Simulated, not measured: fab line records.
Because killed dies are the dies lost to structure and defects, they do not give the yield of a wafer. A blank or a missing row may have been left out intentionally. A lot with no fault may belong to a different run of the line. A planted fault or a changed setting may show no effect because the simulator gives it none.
Comparing a struck lot with a sound one    flow sky130    41 steps out of a route of 708
Sound: these wafers, L108.2, L108.3, L108.4. Wafers L119.1, L119.4, L119.5 were the ones struck. The cause is given at the end.
Order at every step that has rows: each side's tool, ch and its chambers, its first start. Under that, the readings that differ: sound wafers    struck wafers    difference of the means    sigmas: that difference in standard deviations of wafers without a fault.
alike: a reading whose means differ by less than 2 such deviations, as well as words and numbers matching on both sides. not compared: withheld readings; readings where some wafer has no value; bounds like >300 that might hide an equal value; numbers whose values overlap and for which the record gives no deviation.
Wherever a step has rows on one side only, a row that says differs or no value, or a row with sigmas, the two part there. Numbers that have no deviation but don't overlap get no sigmas and don't part them. A reading that every wafer of one side lacks parts them only if that side has two wafers or more.

first, 7 steps without rows for these wafers: SKY_METAL5_DEHYDRATE_07 (time 60 s); SKY_METAL5_HMDS_08 (prime time 60 s); SKY_METAL5_COAT_09 (resist thk 1800 nm); SKY_METAL5_SOFTBAKE_10 (time 60 s); SKY_METAL5_EXPOSE_11 (exposes mask MM5, target cd 1600 nm); SKY_METAL5_PEB_12; SKY_METAL5_DEVELOP_13 (develop time 60 s).
SKY_METAL5_DESCUM_14: chemistry O2, time 11 s.
  sound on rie-metal-03 ch 0,1, day 46 20:28; struck on rie-metal-04 ch 0,1, day 49 08:28
  alike: drypump-motor-current-A, oes-product-au, temp-c
  not compared: rf-hours-counter-h
SKY_METAL5_METAL_ETCH_15: etches the open film in Cl2/BCl3, stops on SiO2, target depth 1260 nm, time 252 s.
  sound on rie-metal-03 ch 0,1, day 46 20:30; struck on rie-metal-04 ch 0,1, day 49 08:30
  alike: bias-w, drypump-motor-current-A, oes-product-au, throttle-valve-pct
  not compared: rf-hours-counter-h
SKY_METAL5_STRIP_16: strips in O2/N2.
  sound on plasma-asher-04 ch 0,1, day 46 20:44; struck on plasma-asher-03 ch 0,1, day 49 08:44
  alike: drypump-motor-current-A, oes-product-au, strip-time-to-endpoint-s
  not compared: rf-hours-counter-h
then, 2 steps without rows for these wafers: SKY_METAL5_STRIP_17 (strips in post etch residue remover, time 1200 s); SKY_METAL5_CLEAN_18 (cleans in IPA, time 180 s).
SKY_METAL5_CLEAN_19: cleans in O3/DIW.
  sound on wet-bench-01 ch 0, day 46 21:22; struck on wet-bench-02 ch 1, day 49 09:14
then, 1 step without rows for these wafers: SKY_PASSIVATION_CVD_00 (deposits SiO2, target thk 90 nm).
SKY_PASSIVATION_THK_MEAS_01:
  sound on film-metro-01 at day 46 21:29; struck on film-metro-02 at day 49 09:22
  alike: PASSIVATION_CVD_00_THK
then, 1 step without rows for these wafers: SKY_PASSIVATION_CVD_02 (deposits Si3N4, target thk 540 nm).
SKY_PASSIVATION_THK_MEAS_03:
  sound on film-metro-03 at day 46 21:46; struck on film-metro-02 at day 49 09:39
  alike: PASSIVATION_CVD_02_THK
then, 8 steps without rows for these wafers: SKY_PASSIVATION_DEHYDRATE_04 (time 60 s); SKY_PASSIVATION_HMDS_05 (prime time 60 s); SKY_PASSIVATION_COAT_06 (resist thk 3000 nm); SKY_PASSIVATION_SOFTBAKE_07; SKY_PASSIVATION_EXPOSE_08 (exposes mask NSM, target cd 3000 nm); SKY_PASSIVATION_PEB_09; SKY_PASSIVATION_DEVELOP_10 (develop time 60 s); SKY_PASSIVATION_ETCH_11 (etches the open film in CF4/O2, stops on AlCu, target depth 725 nm, time 161.1 s).
SKY_PASSIVATION_STRIP_12: strips in O2/N2.
  sound on plasma-asher-04 ch 0,1, day 47 17:15; struck on plasma-asher-02 ch 0,1, day 50 02:29
reading                       sound              struck             difference  sigmas
strip-time-to-endpoint-s (s)  31.45 31.32 31.28  31.72 31.65 31.57  +0.30       +2
  alike: drypump-motor-current-A, oes-product-au
  not compared: rf-hours-counter-h
then, 7 steps without rows for these wafers: SKY_PAD_OPEN_DEHYDRATE_00 (time 60 s); SKY_PAD_OPEN_HMDS_01 (prime time 60 s); SKY_PAD_OPEN_COAT_02 (resist thk 3000 nm); SKY_PAD_OPEN_SOFTBAKE_03; SKY_PAD_OPEN_EXPOSE_04 (exposes mask PDM, target cd 60000 nm); SKY_PAD_OPEN_PEB_05; SKY_PAD_OPEN_DEVELOP_06 (develop time 60 s).
SKY_PAD_OPEN_ETCH_07: etches the open film in CF4/O2, stops on AlCu, target depth 725 nm, time 161.1 s.
  sound on rie-diel-01 ch 0,1,3, day 48 12:57; struck on rie-diel-01 ch 2,3, day 50 17:42
  alike: bias-w, drypump-motor-current-A, oes-product-au, throttle-valve-pct
  not compared: rf-hours-counter-h
then, 5 steps without rows for these wafers: SKY_PAD_OPEN_STRIP_08 (strips in O2/N2); SKY_PAD_OPEN_STRIP_09 (strips in post etch residue remover, time 1200 s); SKY_PAD_OPEN_CLEAN_10 (cleans in IPA, time 180 s); SKY_PAD_OPEN_CLEAN_11 (cleans in O3/DIW); SKY_PAD_OPEN_ANNEAL_12.
SKY_PAD_OPEN_BOW_MEAS_13:
  sound on film-metro-03 at day 48 15:14; struck on film-metro-01 at day 50 19:54
reading            sound     struck    difference  sigmas
PAD_OPEN_BOW (um)  35 43 49  58 53 66  +17         +2
SKY_PAD_OPEN_PROBE_99:
  sound on prober-02 at day 48 15:23; struck on prober-01 at day 50 20:01
reading                                sound              struck                                                                      difference                    sigmas
hold                                   - - -              await-dispo/3.0h/release await-dispo/3.0h/release await-dispo/3.0h/release  no value on the sound wafers  
defect-limited-yield (%)               82.3 85.2 81.1     74.0 73.0 71.5                                                              -10.0                         -6
killed_at_M4_up                        2 0 3              49 46 49                                                                    +46                           +24
killed-dies                            87 73 93           128 133 140                                                                 +49                           +5
killed-on-rim                          16 10 18           25 29 27                                                                    +12                           +3
sort_bin_3_pad_short (%)               1.0 0.8 1.2        3.3 3.9 3.7                                                                 +2.6                          +7
sort_bin_5_function (%)                10.2 8.3 12.0      16.3 15.4 16.9                                                              +6.0                          +4
sort-n-pass                            405 419 399        364 359 352                                                                 -49                           -5
sort-yield-pct (%)                     82.3 85.2 81.1     74.0 73.0 71.5                                                              -10.0                         -6
model.etest.tester.sort-n-pass         405 419 399        364 359 352                                                                 -49                           
model.etest.tester.sort-yield-pct (%)  82.32 85.16 81.1   73.98 72.97 71.54                                                           -10.03                        
model.etest.tester.sort_bin_5_pct (%)  10.16 8.333 11.99  16.26 15.45 16.87                                                           +6.03                         
model.etest.tester.sort_bin_3_pct (%)  1.016 0.813 1.22   3.252 3.862 3.659                                                           +2.575                        
  alike: killed_at_M0_to_M3, killed-at-contacts, killed-at-front-end, killed-at-other, killed-open, killed-short, sort_bin_6_memory

== WHERE THEY PART ==
Last at SKY_PAD_OPEN_PROBE_99 as far as this record goes, first at SKY_PASSIVATION_STRIP_12.

WHY: the cause the simulator had injected
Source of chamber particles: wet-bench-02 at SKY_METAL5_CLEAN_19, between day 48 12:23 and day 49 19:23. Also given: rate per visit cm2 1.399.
